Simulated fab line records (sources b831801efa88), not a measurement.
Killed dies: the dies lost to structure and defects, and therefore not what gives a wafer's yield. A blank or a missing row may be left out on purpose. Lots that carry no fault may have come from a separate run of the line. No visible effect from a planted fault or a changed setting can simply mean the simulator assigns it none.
Matching of chambers -- flow sky130 -- SKY_VIA4_CMP_21 on cmp-02 has 4 sister chambers
The step polishes, stops on SiO2, t overpolish 25 s, target thk 0 nm. 8 wafers are shown with their chamber, then 11 later ones without.

== WAFERS PAIRED WITH THEIR CHAMBERS ==
wafer,chamber,motor_current_A (A),time_to_endpoint_s (s)
L076.2,0,11.6,115
L078.2,0,11.0,121
L080.3,2,12.6,122
L080.4,3,11.2,125
L085.1,1,9.4,120
L085.4,3,11.5,121
L085.6,1,9.9,118
L087.2,2,12.2,122

== WAFERS MISSING THEIR CHAMBER ==
wafer,motor_current_A (A),time_to_endpoint_s (s)
L087.3,12.0,121
L087.6,9.9,122
L090.1,12.1,124
L090.3,12.0,120
L090.6,12.5,123
L092.2,10.1,120
L092.3,11.6,122
L092.5,10.4,121
L096.1,11.6,119
L096.5,12.6,121
L096.6,11.2,116

== WHICH CHAMBER EACH WENT THROUGH ==
wafer,from the rows above,in truth
L087.3,can't be placed: 2 or 3 or 0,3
L087.6,1,1
L090.1,can't be placed: 2 or 3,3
L090.3,can't be placed: 2 or 0 or 3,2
L090.6,2,2
L092.2,1,1
L092.3,can't be placed: 3 or 0 or 2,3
L092.5,can't be placed: 1 or 0 or 3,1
L096.1,can't be placed: 0 or 3 or 2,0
L096.5,2,2
L096.6,can't be placed: 0 or 3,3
Placed correctly: 4 of 11. Cannot be placed on the basis of these rows: 7; the candidates contain the true chamber in 7. 0 placed wrongly.
How it was worked out, from the rows above alone: a wafer's distance from a chamber is the root of the sum, over the readings, of the square of ((its reading less the chamber's mean) divided by the reading's scatter). The wafer belongs to the nearest chamber; if the next one is less than 2 further off, it can't be placed. A chamber's mean is the mean of its shown wafers. The scatter is the square root of a quotient: the sum, over the shown wafers, of each reading's squared deviation from its chamber's mean, divided by wafers minus chambers.
